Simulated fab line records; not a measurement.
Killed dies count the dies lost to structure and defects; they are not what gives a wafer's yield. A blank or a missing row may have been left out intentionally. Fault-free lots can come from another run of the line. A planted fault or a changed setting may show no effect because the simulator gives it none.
Code-filled problem report in 8D (eight disciplines) form :: flow gf180mcu :: the parts of the form that need people (team, actions taken, sign-off) are left out

== 1. PROBLEM STATEMENT ==
Mean of beam energy keV at GF_MVSD_IMPLANT_09: 104.48 across 6 wafers in 2 lots; on wafers with no fault it is 100.00 (standard deviation 0.031). That is +99 or more standard deviations from the usual mean.
Seen first at day 5 22:07 on implanter-04, wafer L734.2. The record holds 18 wafers of 6 lots with a number at this step. The rule behind "out" and "out of limits": a value lying over 4 standard deviations away from the usual mean. Any other wafer with a number is counted as sound.

== 2. WHAT IT IS; WHAT IT IS NOT ==
question: which readings at this step
is: beam energy keV
is not: beam on s

question: which lots
is: L734, L735
is not: L729, L731, L750, L751

question: which wafers of those lots
is: all that have a number
is not: -

question: read on which tools
is: implanter-04
is not: implanter-01

question: when
is: from day 5 22:07
is not: up to then (6 sound wafers); but 6 sound wafers of L750, L751 came after

== 3. THE SUSPECTS, EACH WITH WHAT RULES IT OUT ==
Counting: a tool at any process step up to the reading remains a suspect when it ran all the lots that are out and ran no sound lot after the first of those.
- plasma asher-01 at GF_LVPWELL_STRIP_10 (strips in O2/N2): kept. It ran every lot that is out, first L734 (day 5 07:36), and no sound lot after that.
- implanter-04 at GF_MVSD_IMPLANT_09: ruled out as a lasting fault. Sound lots L751 ran on it after its first lot that is out, L734 (day 5 22:07).
After counting, what remains is plasma asher-01 at GF_LVPWELL_STRIP_10.

== 4. THE CAUSE (what the simulator had put in) ==
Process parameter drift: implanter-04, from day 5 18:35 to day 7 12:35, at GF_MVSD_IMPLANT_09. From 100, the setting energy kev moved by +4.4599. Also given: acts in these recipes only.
Counting ruled it out, wrongly.

== 5. SEQUENCE OF EFFECTS, ordered by route ==
Rows list readings where the struck wafers' mean (over those with a number) sits beyond 3 standard deviations from the usual. Only readings for which the record gives a usual standard deviation are gone through. hours: the time from each lot's start at the first step in this table that gives one to its start at this step, as a median over the lots. sigmas: the change in usual standard deviations.
hours: 0
step: GF_MVSD_IMPLANT_09
reading: beam energy keV
usual: 100.00
on struck wafers: 104.48
change: +4.48
sigmas: +99 or more
It contains these process steps:
- GF_MVSD_IMPLANT_09

== 6. HOW IT WOULD HAVE BEEN CAUGHT EARLIER ==
The fault began at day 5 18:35; the first out-of-limits reading in this record came at day 5 22:07, 4 hours later.
